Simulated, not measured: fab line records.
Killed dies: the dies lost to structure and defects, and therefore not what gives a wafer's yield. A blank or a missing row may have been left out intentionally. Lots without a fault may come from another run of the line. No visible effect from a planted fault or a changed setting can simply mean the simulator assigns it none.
fab line records	flow sfq-line
record lots=14	wafers=42	last-day=95
route steps=325 shown M0@29
lots with no fault: from the same line, run without faults
start-h: the number of hours between the record's first day and the start of the first shown wafer of the lot	wait-h: hours since the lot's step before	" same as the row above	L1.1+2: a row that stands for several wafers	- value missing, or start not given	* or withheld: withheld	< > ~ a bound
route shown NAME@n: a module of which the file shows steps, and the number in the route of the first	usual: average and standard deviation across the fault-free wafers	same: alike in all rows	chamber/n: place in a boat	sites: per-site readings	_std_site: the values' standard deviation	_edge_site: the outer-site mean with the inner-site mean subtracted	radius-mm: for every site, how far away it sits from the centre of the wafer	mask NAME#n: copy n	behind: the last tool/chamber to shape the wafer	hold: why the lot was held/for how many hours/how that ended	device: the transistor (n, p or np) that didn't switch	end of line: at the end of the route, the tests of the same wafers	step lacking rows: just its recipe	killed: the dies lost at the first sort to structure and to defects; this is not the yield of the wafer	map: a wafer's dies, x killed, . not, _ none there
set.NAME: the setting as run; set.NAME@STEP: as run at that earlier step	model.NAME: the simulator's own value behind a step, which no gauge read
route steps across a sampled set of lots; one table per step, one row per wafer
services: when a tool's chamber went out of use (start-h, in hours from the record's first day, below 0 if earlier), for how many hours, and the reason
## steps
# step SFQ_TRILAYER_M0_DEP_SPUTTER_019
# recipe material=Nb	base-pressure-pa=1.33e-06	chamber-pressure-pa=0.1333	substrate-temp-c=20	resputter-cathode-voltage-v=400	target-thk-nm=200	power-w=2000	time-s=133.3
# usual resputter-cathode-voltage-v=400/4.2	throttle-valve-pct=30.2/0.92
lot.wafer	tool	chamber	start-h	wait-h	resputter-cathode-voltage-v	throttle-valve-pct
L588.1	pvd-sputter-04	-	156.70	0.0	401	30.7
L588.4	"	-	"	"	398	30.0
L588.5	"	-	"	"	397	29.3
L590.1	pvd-sputter-04	-	177.10	0.0	403	29.4
L590.4	"	-	"	"	398	29.5
L590.6	"	-	"	"	404	29.5
L593.4	pvd-sputter-06	-	207.58	0.0	409	30.6
L593.5	"	-	"	"	396	32.7
L593.6	"	-	"	"	394	30.7
L597.2	pvd-sputter-03	-	234.01	0.0	395	31.2
L597.3	"	-	"	"	396	30.9
L597.6	"	-	"	"	394	30.1
L598.1	pvd-sputter-03	-	242.38	0.0	408	29.9
L598.2	"	-	"	"	400	31.2
L598.3	"	-	"	"	392	31.1
L599.1	pvd-sputter-06	-	249.58	0.0	405	30.2
L599.2	"	-	"	"	404	32.7
L599.3	"	-	"	"	402	30.9
L600.1	pvd-sputter-06	-	257.98	0.0	403	32.8
L600.4	"	-	"	"	401	30.1
L600.5	"	-	"	"	400	30.7
L603.1	pvd-sputter-03	-	271.18	0.0	408	29.8
L603.4	"	-	"	"	404	30.9
L603.5	"	-	"	"	404	30.1
L605.1	pvd-sputter-03	-	283.18	0.0	403	31.0
L605.4	"	-	"	"	394	31.3
L605.5	"	-	"	"	401	29.8
L607.1	pvd-sputter-04	-	301.18	0.0	398	30.6
L607.3	"	-	"	"	394	29.6
L607.4	"	-	"	"	400	29.4
L608.3	pvd-sputter-04	-	319.30	0.0	403	30.5
L608.5	"	-	"	"	405	29.4
L608.6	"	-	"	"	403	29.9
L609.2	pvd-sputter-04	-	326.50	0.0	400	30.5
L609.3	"	-	"	"	399	29.7
L609.4	"	-	"	"	400	29.4
L610.1	pvd-sputter-04	-	336.30	0.0	399	30.7
L610.2	"	-	"	"	400	29.4
L610.3	"	-	"	"	400	29.8
L611.2	pvd-sputter-06	-	343.30	0.0	404	30.3
L611.4	"	-	"	"	394	32.6
L611.5	"	-	"	"	401	30.2
# step SFQ_M0_RS_MEAS_904
# recipe thk-meas-gauge=four-point-probe	reads=Nb_of_TRILAYER_M0_DEP_SPUTTER_019
# usual M0_NB_RS=0.892/0.0097
lot.wafer	tool	chamber	start-h	wait-h	M0_NB_RS[ohm/sq]
L588.1	film-metro-03	-	156.80	0.0	0.893
L588.4	"	-	"	"	0.887
L588.5	"	-	"	"	0.897
L590.1	film-metro-04	-	177.20	0.0	0.875
L590.4	"	-	"	"	0.864
L590.6	"	-	"	"	0.876
L593.4	film-metro-04	-	207.73	0.1	0.876
L593.5	"	-	"	"	0.888
L593.6	"	-	"	"	0.900
L597.2	film-metro-03	-	234.12	0.1	0.887
L597.3	"	-	"	"	0.883
L597.6	"	-	"	"	0.888
L598.1	film-metro-03	-	242.47	0.0	0.887
L598.2	"	-	"	"	0.886
L598.3	"	-	"	"	0.881
L599.1	film-metro-03	-	249.67	0.0	0.504
L599.2	"	-	"	"	0.890
L599.3	"	-	"	"	0.905
L600.1	film-metro-04	-	258.07	0.0	0.894
L600.4	"	-	"	"	0.503
L600.5	"	-	"	"	0.906
L603.1	film-metro-04	-	271.27	0.0	0.878
L603.4	"	-	"	"	0.889
L603.5	"	-	"	"	0.878
L605.1	film-metro-04	-	283.27	0.0	0.899
L605.4	"	-	"	"	0.894
L605.5	"	-	"	"	0.898
L607.1	film-metro-04	-	301.27	0.0	0.888
L607.3	"	-	"	"	0.885
L607.4	"	-	"	"	0.900
L608.3	film-metro-03	-	319.43	0.1	0.893
L608.5	"	-	"	"	0.910
L608.6	"	-	"	"	0.897
L609.2	film-metro-01	-	326.61	0.1	0.882
L609.3	"	-	"	"	0.880
L609.4	"	-	"	"	0.888
L610.1	film-metro-03	-	336.39	0.0	0.890
L610.2	"	-	"	"	0.901
L610.3	"	-	"	"	0.887
L611.2	film-metro-01	-	343.41	0.1	0.899
L611.4	"	-	"	"	0.888
L611.5	"	-	"	"	0.897
# step SFQ_TRILAYER_M0_ETCH_METAL_ETCH_024
# recipe target=Nb	stop-on=SiO2	mask-material=PR	chemistry=Cl2/Ar	target-depth-nm=240	icp-w=600	bias-w=80	pressure-mtorr=10	time-s=120
# usual drypump-motor-current-A=5.6/0.42	oes-product-au=0.894/0.0077
lot.wafer	tool	chamber	start-h	wait-h	drypump-motor-current-A	oes-product-au	rf-hours-counter-h
L588.1	rie-metal-03	1	259.55	0.0	5.8	0.893	176
L588.4	"	1	"	"	5.8	0.895	-
L588.5	"	1	"	"	5.8	0.890	-
L590.1	rie-metal-02	1	275.15	0.0	6.5	0.902	170
L590.4	"	1	"	"	6.4	0.905	-
L590.6	"	0	"	"	5.3	0.913	-
L593.4	rie-metal-04	0	313.72	0.1	5.2	0.898	-
L593.5	"	0	"	"	5.3	0.888	-
L593.6	"	1	"	"	5.2	0.887	-
L597.2	rie-metal-03	0	355.68	0.0	5.5	0.886	34
L597.3	"	1	"	"	5.8	0.888	-
L597.6	"	1	"	"	5.8	0.895	-
L598.1	rie-metal-03	1	366.36	0.0	5.8	0.903	5
L598.2	"	0	"	"	5.5	0.888	36
L598.3	"	0	"	"	5.5	0.897	-
L599.1	rie-metal-03	1	375.96	0.0	5.8	1.000	7
L599.2	"	0	"	"	5.5	0.897	38
L599.3	"	1	"	"	5.8	0.885	-
L600.1	rie-metal-02	0	388.04	0.1	5.3	0.895	46
L600.4	"	0	"	"	5.3	1.007	-
L600.5	"	0	"	"	5.3	0.883	-
L603.1	rie-metal-03	0	401.09	0.0	5.5	0.903	42
L603.4	"	0	"	"	5.5	0.891	-
L603.5	"	0	"	"	5.5	0.909	-
L605.1	rie-metal-04	1	416.87	0.1	5.2	0.889	5
L605.4	"	1	"	"	5.2	0.898	-
L605.5	"	1	"	"	5.1	0.898	-
L607.1	rie-metal-04	1	439.61	0.0	5.1	0.899	8
L607.3	"	1	"	"	5.1	0.884	-
L607.4	"	0	"	"	5.3	0.890	-
L608.3	rie-metal-03	1	456.46	0.1	5.8	0.894	-
L608.5	"	0	"	"	5.5	0.877	-
L608.6	"	1	"	"	5.8	0.893	-
L609.2	rie-metal-02	0	465.48	0.0	5.3	0.903	56
L609.3	"	1	"	"	6.4	0.895	-
L609.4	"	0	"	"	5.3	0.896	-
L610.1	rie-metal-02	1	477.26	0.0	6.4	0.899	12
L610.2	"	0	"	"	5.3	0.887	59
L610.3	"	0	"	"	5.3	0.902	-
L611.2	rie-metal-02	1	485.66	0.0	6.4	0.892	13
L611.4	"	1	"	"	6.5	0.894	-
L611.5	"	0	"	"	5.3	0.888	-
## services
tool	chamber	start-h	hours	kind
rie-metal-03	0	146.80	10.5	repair
rie-metal-04	-	155.61	14.6	pm
pvd-sputter-06	-	171.91	7.9	repair
pvd-sputter-06	-	177.77	2.8	repair
rie-metal-02	-	203.10	0.6	repair
rie-metal-02	-	245.08	0.7	repair
pvd-sputter-03	-	294.09	1.5	repair
rie-metal-03	1	317.74	-	clean
rie-metal-03	1	317.74	18.3	scheduled-down
rie-metal-03	1	317.74	18.3	vent-cycle
rie-metal-04	1	350.32	11.1	repair
pvd-sputter-03	3	351.37	-	consumable-replace:kit
pvd-sputter-03	-	358.34	4.2	repair
rie-metal-02	1	367.63	-	clean
rie-metal-02	1	367.63	23.5	scheduled-down
rie-metal-02	1	367.63	23.5	vent-cycle
pvd-sputter-06	-	373.31	7.4	repair
pvd-sputter-06	-	407.92	9.0	repair
pvd-sputter-06	-	415.60	1.1	repair
pvd-sputter-03	-	427.33	1.2	repair
rie-metal-03	1	443.79	8.5	repair
rie-metal-02	-	456.79	0.6	repair
rie-metal-04	0	458.12	19.4	repair
pvd-sputter-06	-	467.54	3.9	repair
## key
first-sign step=SFQ_M0_RS_MEAS_904	reading=M0_NB_RS	direction=down	sigmas=40	usual=0.892	struck=0.504
effect step=SFQ_TRILAYER_M0_ETCH_METAL_ETCH_024	reading=oes-product-au	direction=up	sigmas=14	usual=0.894	struck=1.004
met-at SFQ_TRILAYER_M0_DEP_SPUTTER_019
struck-lots L599,L600
struck-wafers L599.1,L600.4
onset-between 207.58 249.58
fault kind=process-parameter-drift	tool=pvd-sputter-06	chamber=-	onset-h=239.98	steps=SFQ_TRILAYER_M0_DEP_SPUTTER_019	channel=target-thk-nm	offset=150.45	shape=step	end-h=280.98	acts-in=these-recipes-only	stated=200	scope=struck-wafers-only
